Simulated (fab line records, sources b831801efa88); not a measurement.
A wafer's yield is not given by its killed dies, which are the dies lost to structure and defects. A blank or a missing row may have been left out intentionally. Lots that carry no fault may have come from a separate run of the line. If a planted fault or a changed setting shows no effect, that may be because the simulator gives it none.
fab line records ; flow gf180mcu
record lots=7; wafers=21; lastDay=34
route steps=602 shown NSD@242 PSD@248
lots that met no fault: from a run of the same line without faults
startH: the number of hours between the record's first day and the start of the first shown wafer of the lot ; waitH: hours since the lot's step before ; " identical to the entry in the row above ; L1.1+2: one row covering several wafers at once ; - either no value or no given start ; * or withheld: withheld ; < > ~ a bound
route shown NAME@n: names a module that has steps shown in the file, with the first one's number in the route ; usual: average and standard deviation across the fault-free wafers ; same: alike in all rows ; chamber/n: place in a boat ; sites: readings site by site ; _std_site: the standard deviation of these ; _edge_site: outer sites' mean less inner sites' ; radiusMm: how far each site lies from the wafer's centre ; mask NAME#n: copy n ; behind: tool/chamber where the wafer was last shaped ; hold: why the lot was held/for how many hours/how that ended ; device: names the non-switching transistor (n, p or np) ; end of line: the route-end tests of the same wafers ; where a step has no rows: the recipe by itself ; killed: the dies lost at the first sort to structure and to defects; this is not the yield of the wafer ; map: a wafer's dies, marking killed ones x, the rest . and places with no die _
set.NAME: the setting that was run; set.NAME@STEP: the one run at that earlier step ; model.NAME: the simulator's own value behind a step, which no gauge read
a table for each step, a row for each wafer; lots at some steps of the route
services: a tool's chamber out of use, with start hour (startH, from the record's first day; less than 0 if before it), hours out, and reason
## steps
# step GF_NSD_CD_MEAS_07
# recipe targetCdNm=400
# usual cdNm=399.7/2.6
lot.wafer;tool;chamber;startH;waitH;cdNm
L419.3;cdSem-01;-;294.55;0.1;399.3
L419.5;cdSem-01;-;294.55;0.1;401.2
L419.6;cdSem-01;-;294.55;0.1;402.5
L427.1;cdSem-02;-;359.51;0.1;400.3
L427.2;cdSem-02;-;359.51;0.1;401.3
L427.4;cdSem-02;-;359.51;0.1;403.0
L428.3;cdSem-01;-;378.83;0.1;395.4
L428.4;cdSem-01;-;378.83;0.1;397.6
L428.6;cdSem-01;-;378.83;0.1;395.6
L429.1;cdSem-02;-;379.05;0.1;395.3
L429.2;cdSem-02;-;379.05;0.1;395.3
L429.4;cdSem-02;-;379.05;0.1;397.4
L435.3;cdSem-02;-;422.54;0.1;395.4
L435.4;cdSem-02;-;422.54;0.1;399.5
L435.5;cdSem-02;-;422.54;0.1;399.3
L436.2;cdSem-01;-;437.68;0.1;402.4
L436.5;cdSem-01;-;437.68;0.1;400.6
L436.6;cdSem-01;-;437.68;0.1;401.0
L442.1;cdSem-01;-;488.25;0.1;399.5
L442.3;cdSem-01;-;488.25;0.1;398.9
L442.6;cdSem-01;-;488.25;0.1;399.1
# step GF_NSD_OVL_MEAS_08
# usual NSD_OVL=0.5/1.2
lot.wafer;tool;chamber;startH;waitH;NSD_OVL[nm]
L419.3;overlay-01;-;294.64;0.1;0.9
L419.5;overlay-01;-;294.64;0.1;0.4
L419.6;overlay-01;-;294.64;0.1;-2.5
L427.1;overlay-01;-;359.63;0.1;1.0
L427.2;overlay-01;-;359.63;0.1;0.9
L427.4;overlay-01;-;359.63;0.1;1.9
L428.3;overlay-02;-;378.92;0.1;1.2
L428.4;overlay-02;-;378.92;0.1;-0.4
L428.6;overlay-02;-;378.92;0.1;-1.1
L429.1;overlay-01;-;379.17;0.1;-0.8
L429.2;overlay-01;-;379.17;0.1;2.3
L429.4;overlay-01;-;379.17;0.1;-0.4
L435.3;overlay-01;-;422.64;0.1;0.8
L435.4;overlay-01;-;422.64;0.1;-0.1
L435.5;overlay-01;-;422.64;0.1;1.6
L436.2;overlay-02;-;437.79;0.1;1.0
L436.5;overlay-02;-;437.79;0.1;0.8
L436.6;overlay-02;-;437.79;0.1;0.9
L442.1;overlay-02;-;488.37;0.1;0.1
L442.3;overlay-02;-;488.37;0.1;-0.9
L442.6;overlay-02;-;488.37;0.1;-0.1
# step GF_NSD_IMPLANT_09
# recipe species=As; energyKev=60; doseCm2=4e+15; tiltDeg=7
# step GF_NSD_IMPLANT_10
# recipe species=P; energyKev=40; doseCm2=5e+14; tiltDeg=7
# step GF_NSD_STRIP_11
# recipe chemistry=O2/N2; powerW=1400; pressureMtorr=1500; platenTempC=250; o2FlowSccm=3000; n2FlowSccm=300; overashFraction=0.5
# usual drypumpMotorCurrentA=5.70/0.14; heaterPowerW=314/37; oesProductAu=0.487/0.0049; stripTimeToEndpointS=22.96/0.037
lot.wafer;tool;chamber;startH;waitH;drypumpMotorCurrentA;heaterPowerW;oesProductAu;rfHoursCounterH;stripTimeToEndpointS
L419.3;plasmaAsher-03;1;295.00;0.1;5.73;284;0.490;-;22.91
L419.5;plasmaAsher-03;0;295.00;0.1;5.76;358;0.484;-;22.93
L419.6;plasmaAsher-03;1;295.00;0.1;5.71;271;0.484;-;22.95
L427.1;plasmaAsher-01;1;359.96;0.1;5.86;326;0.482;59;22.94
L427.2;plasmaAsher-01;0;359.96;0.1;5.73;301;0.493;59;23.00
L427.4;plasmaAsher-01;1;359.96;0.1;5.89;319;0.486;-;22.92
L428.3;plasmaAsher-03;1;379.27;0.1;5.64;278;0.483;-;22.97
L428.4;plasmaAsher-03;0;379.27;0.1;5.78;356;0.482;-;22.93
L428.6;plasmaAsher-03;0;379.27;0.1;5.78;359;0.492;-;22.97
L429.1;plasmaAsher-03;0;379.51;0.1;5.77;361;0.477;70;22.87
L429.2;plasmaAsher-03;1;379.51;0.1;5.75;280;0.488;70;22.93
L429.4;plasmaAsher-03;0;379.51;0.1;5.77;359;0.483;-;22.92
L435.3;plasmaAsher-01;0;422.99;0.1;5.78;305;0.489;-;22.93
L435.4;plasmaAsher-01;1;422.99;0.1;5.89;320;0.476;-;22.93
L435.5;plasmaAsher-01;0;422.99;0.1;5.74;302;0.494;-;22.94
L436.2;plasmaAsher-04;0;438.12;0.1;5.41;270;0.481;35;22.99
L436.5;plasmaAsher-04;1;438.12;0.1;5.55;339;0.478;-;22.96
L436.6;plasmaAsher-04;0;438.12;0.1;5.42;271;0.487;-;22.96
L442.1;plasmaAsher-04;1;488.71;0.1;5.55;344;0.483;40;22.95
L442.3;plasmaAsher-04;1;488.71;0.1;5.57;359;0.487;-;22.94
L442.6;plasmaAsher-04;1;488.71;0.1;5.58;350;0.483;-;22.95
# step GF_NSD_TW_MEAS_12
# usual NSD_TW=4264/24
lot.wafer;tool;chamber;startH;waitH;NSD_TW
L419.3;filmMetro-03;-;295.08;0.1;4252
L419.5;filmMetro-03;-;295.08;0.1;4264
L419.6;filmMetro-03;-;295.08;0.1;4261
L427.1;filmMetro-04;-;360.08;0.1;4235
L427.2;filmMetro-04;-;360.08;0.1;4260
L427.4;filmMetro-04;-;360.08;0.1;4253
L428.3;filmMetro-04;-;379.36;0.1;4218
L428.4;filmMetro-04;-;379.36;0.1;4231
L428.6;filmMetro-04;-;379.36;0.1;4225
L429.1;filmMetro-04;-;379.61;0.1;4246
L429.2;filmMetro-04;-;379.61;0.1;4222
L429.4;filmMetro-04;-;379.61;0.1;4213
L435.3;filmMetro-04;-;423.08;0.1;4244
L435.4;filmMetro-04;-;423.08;0.1;4258
L435.5;filmMetro-04;-;423.08;0.1;4249
L436.2;filmMetro-03;-;438.23;0.1;4244
L436.5;filmMetro-03;-;438.23;0.1;4247
L436.6;filmMetro-03;-;438.23;0.1;4270
L442.1;filmMetro-04;-;488.81;0.1;4263
L442.3;filmMetro-04;-;488.81;0.1;4269
L442.6;filmMetro-04;-;488.81;0.1;4297
# step GF_PSD_DEHYDRATE_00
# recipe tempC=200; timeS=60
# step GF_PSD_HMDS_01
# recipe primeTimeS=60; primeTempC=120
# step GF_PSD_COAT_02
# recipe resist=NOVOLAK; spinRpm=3000; resistThkNm=1000
# step GF_PSD_SOFTBAKE_03
# recipe tempC=90; timeS=60; resist=NOVOLAK
# step GF_PSD_EXPOSE_04
# recipe maskId=Pplus; targetCdNm=400; na=0.6; sourceShape=conventional; sigmaOuter=0.6; doseMj=140
# step GF_PSD_PEB_05
# recipe tempC=withheld; timeS=*; resist=NOVOLAK
# step GF_PSD_DEVELOP_06
# recipe developTimeS=60; devTempC=23
# usual chillPlateTempC=23.04/0.1
lot.wafer;tool;chamber;startH;waitH;chillPlateTempC
L419.3;lithoTrack-04;0;315.32;0.1;23.09
L419.5;lithoTrack-04;0;315.32;0.1;23.01
L419.6;lithoTrack-04;0;315.32;0.1;22.92
L427.1;lithoTrack-04;0;381.62;0.1;23.11
L427.2;lithoTrack-04;0;381.62;0.1;22.95
L427.4;lithoTrack-04;0;381.62;0.1;23.09
L428.3;lithoTrack-04;0;402.32;0.1;23.02
L428.4;lithoTrack-04;0;402.32;0.1;23.06
L428.6;lithoTrack-04;0;402.32;0.1;22.87
L429.1;lithoTrack-04;0;402.57;0.1;23.07
L429.2;lithoTrack-04;0;402.57;0.1;23.03
L429.4;lithoTrack-04;0;402.57;0.1;23.09
L435.3;lithoTrack-03;0;446.63;0.1;23.02
L435.4;lithoTrack-03;0;446.63;0.1;23.10
L435.5;lithoTrack-03;0;446.63;0.1;23.04
L436.2;lithoTrack-03;0;462.25;0.1;23.11
L436.5;lithoTrack-03;0;462.25;0.1;23.13
L436.6;lithoTrack-03;0;462.25;0.1;23.03
L442.1;lithoTrack-01;0;511.85;0.1;22.98
L442.3;lithoTrack-01;0;511.85;0.1;23.05
L442.6;lithoTrack-01;0;511.85;0.1;23.08
# step GF_PSD_CD_MEAS_07
# recipe targetCdNm=400
# usual cdNm=399.1/1.9
lot.wafer;tool;chamber;startH;waitH;cdNm
L419.3;cdSem-01;-;315.46;0.1;396.9
L419.5;cdSem-01;-;315.46;0.1;395.8
L419.6;cdSem-01;-;315.46;0.1;398.1
L427.1;cdSem-01;-;381.77;0.1;-
L427.2;cdSem-01;-;381.77;0.1;-
L427.4;cdSem-01;-;381.77;0.1;-
L428.3;cdSem-02;-;402.46;0.1;-
L428.4;cdSem-02;-;402.46;0.1;-
L428.6;cdSem-02;-;402.46;0.1;-
L429.1;cdSem-02;-;402.72;0.1;-
L429.2;cdSem-02;-;402.72;0.1;-
L429.4;cdSem-02;-;402.72;0.1;-
L435.3;cdSem-02;-;446.77;0.1;400.8
L435.4;cdSem-02;-;446.77;0.1;403.0
L435.5;cdSem-02;-;446.77;0.1;402.8
L436.2;cdSem-01;-;462.40;0.1;400.2
L436.5;cdSem-01;-;462.40;0.1;401.1
L436.6;cdSem-01;-;462.40;0.1;401.3
L442.1;cdSem-01;-;512.00;0.1;397.1
L442.3;cdSem-01;-;512.00;0.1;399.7
L442.6;cdSem-01;-;512.00;0.1;398.9
# step GF_PSD_OVL_MEAS_08
# usual PSD_OVL=-0.2/1.4
lot.wafer;tool;chamber;startH;waitH;PSD_OVL[nm]
L419.3;overlay-01;-;315.55;0.1;-1.3
L419.5;overlay-01;-;315.55;0.1;0.0
L419.6;overlay-01;-;315.55;0.1;-3.0
L427.1;overlay-01;-;381.89;0.1;-
L427.2;overlay-01;-;381.89;0.1;-
L427.4;overlay-01;-;381.89;0.1;-
L428.3;overlay-02;-;402.55;0.1;-
L428.4;overlay-02;-;402.55;0.1;-
L428.6;overlay-02;-;402.55;0.1;-
L429.1;overlay-02;-;402.84;0.1;-
L429.2;overlay-02;-;402.84;0.1;-
L429.4;overlay-02;-;402.84;0.1;-
L435.3;overlay-02;-;446.86;0.1;-0.7
L435.4;overlay-02;-;446.86;0.1;-0.9
L435.5;overlay-02;-;446.86;0.1;-2.4
L436.2;overlay-01;-;462.50;0.1;-1.1
L436.5;overlay-01;-;462.50;0.1;-0.5
L436.6;overlay-01;-;462.50;0.1;0.0
L442.1;overlay-01;-;512.12;0.1;0.8
L442.3;overlay-01;-;512.12;0.1;0.1
L442.6;overlay-01;-;512.12;0.1;2.5
# step GF_PSD_IMPLANT_09
# recipe species=BF2; energyKev=40; doseCm2=1.458e+15; tiltDeg=7
# step GF_PSD_STRIP_10
# recipe chemistry=O2/N2; powerW=1400; pressureMtorr=1500; platenTempC=250; o2FlowSccm=3000; n2FlowSccm=300; overashFraction=0.5
# usual drypumpMotorCurrentA=6.0/0.42; heaterPowerW=327/36; oesProductAu=0.594/0.0048; stripTimeToEndpointS=16.44/0.039
lot.wafer;tool;chamber;startH;waitH;drypumpMotorCurrentA;heaterPowerW;oesProductAu;rfHoursCounterH;stripTimeToEndpointS
L419.3;plasmaAsher-01;0;315.76;0.1;5.7;306;0.602;-;16.44
L419.5;plasmaAsher-01;0;315.76;0.1;5.7;309;0.594;-;16.46
L419.6;plasmaAsher-01;1;315.76;0.1;5.9;319;0.596;-;16.46
L427.1;plasmaAsher-02;0;382.07;0.1;6.8;353;0.584;71;16.41
L427.2;plasmaAsher-02;1;382.07;0.1;6.5;356;0.601;71;16.45
L427.4;plasmaAsher-02;1;382.07;0.1;6.5;354;0.594;-;16.40
L428.3;plasmaAsher-02;0;402.75;0.1;6.8;349;0.593;-;16.43
L428.4;plasmaAsher-02;1;402.75;0.1;6.5;362;0.594;-;16.41
L428.6;plasmaAsher-02;0;402.75;0.1;6.8;346;0.589;-;16.41
L429.1;plasmaAsher-01;0;403.02;0.1;5.7;300;0.586;63;16.44
L429.2;plasmaAsher-01;1;403.02;0.1;5.9;327;0.598;63;16.36
L429.4;plasmaAsher-01;0;403.02;0.1;5.7;302;0.598;-;16.41
L435.3;plasmaAsher-01;1;447.07;0.1;5.9;316;0.594;-;16.46
L435.4;plasmaAsher-01;0;447.07;0.1;5.7;305;0.598;-;16.45
L435.5;plasmaAsher-01;1;447.07;0.1;5.9;325;0.589;-;16.42
L436.2;plasmaAsher-01;0;462.68;0.1;5.7;302;0.597;70;16.45
L436.5;plasmaAsher-01;0;462.68;0.1;5.7;290;0.590;-;16.43
L436.6;plasmaAsher-01;1;462.68;0.1;5.9;321;0.594;-;16.43
L442.1;plasmaAsher-01;0;512.31;0.1;5.8;298;0.593;76;16.46
L442.3;plasmaAsher-01;1;512.31;0.1;5.9;322;0.590;-;16.44
L442.6;plasmaAsher-01;0;512.31;0.1;5.7;304;0.594;-;16.50
# step GF_PSD_TW_MEAS_11
# usual PSD_TW=3170/19
lot.wafer;tool;chamber;startH;waitH;hold;PSD_TW
L419.3;filmMetro-03;-;315.84;0.1;-;3168
L419.5;filmMetro-03;-;315.84;0.1;-;3172
L419.6;filmMetro-03;-;315.84;0.1;-;3181
L427.1;filmMetro-04;-;382.17;0.1;awaitDispo/0.2h/release;30
L427.2;filmMetro-04;-;382.17;0.1;awaitDispo/0.2h/release;30
L427.4;filmMetro-04;-;382.17;0.1;awaitDispo/0.2h/release;30
L427.1;filmMetro-04;-;382.41;0.2;-;30
L427.2;filmMetro-04;-;382.41;0.2;-;30
L427.4;filmMetro-04;-;382.41;0.2;-;30
L428.3;filmMetro-04;-;402.84;0.1;awaitDispo/0.2h/release;30
L428.4;filmMetro-04;-;402.84;0.1;awaitDispo/0.2h/release;30
L428.6;filmMetro-04;-;402.84;0.1;awaitDispo/0.2h/release;30
L428.3;filmMetro-04;-;403.15;0.3;-;30
L428.4;filmMetro-04;-;403.15;0.3;-;30
L428.6;filmMetro-04;-;403.15;0.3;-;30
L429.1;filmMetro-03;-;403.19;0.1;awaitDispo/0.2h/release;30
L429.2;filmMetro-03;-;403.19;0.1;awaitDispo/0.2h/release;30
L429.4;filmMetro-03;-;403.19;0.1;awaitDispo/0.2h/release;30
L429.1;filmMetro-03;-;403.53;0.3;-;30
L429.2;filmMetro-03;-;403.53;0.3;-;30
L429.4;filmMetro-03;-;403.53;0.3;-;30
L435.3;filmMetro-03;-;447.15;0.1;-;3190
L435.4;filmMetro-03;-;447.15;0.1;-;3180
L435.5;filmMetro-03;-;447.15;0.1;-;3192
L436.2;filmMetro-03;-;462.79;0.1;-;3165
L436.5;filmMetro-03;-;462.79;0.1;-;3176
L436.6;filmMetro-03;-;462.79;0.1;-;3174
L442.1;filmMetro-03;-;512.41;0.1;-;3165
L442.3;filmMetro-03;-;512.41;0.1;-;3178
L442.6;filmMetro-03;-;512.41;0.1;-;3192
## services
tool;chamber;startH;hours;kind
plasmaAsher-01;-;300.29;1.3;repair
plasmaAsher-02;-;316.59;0.4;repair
plasmaAsher-03;-;327.51;4.9;repair
plasmaAsher-04;-;372.48;2.2;repair
plasmaAsher-03;-;421.25;9.0;pm
plasmaAsher-03;0;421.25;9.0;ventCycle
plasmaAsher-03;1;421.25;9.0;ventCycle
plasmaAsher-03;0;430.25;-;clean
plasmaAsher-03;1;430.25;-;clean
plasmaAsher-04;-;442.95;3.0;repair
plasmaAsher-03;-;450.34;0.6;repair
plasmaAsher-03;-;488.28;3.0;repair
## key
firstSign step=GF_PSD_CD_MEAS_07; reading=cdNm; direction=missing
effect step=GF_PSD_OVL_MEAS_08; reading=PSD_OVL; direction=missing
effect step=GF_PSD_TW_MEAS_11; reading=visit; direction=added
effect step=GF_PSD_TW_MEAS_11; reading=PSD_TW; direction=down; sigmas=99+; usual=3170; struck=30
metAt GF_PSD_DEVELOP_06
struckWafers L427.1,L427.2,L427.4,L428.3,L428.4,L428.6,L429.1,L429.2,L429.4
scrappedBehind GF_PSD_TW_MEAS_11 L427.1,L427.2,L427.4,L428.3,L428.4,L428.6,L429.1,L429.2,L429.4
onsetBetween 315.32 381.62
fault kind=processParameterDrift; tool=lithoTrack-04; chamber=-; onsetH=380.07; steps=GF_PSD_DEVELOP_06; channel=developTimeS; offset=*; shape=step; endH=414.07; actsIn=*; stated=*
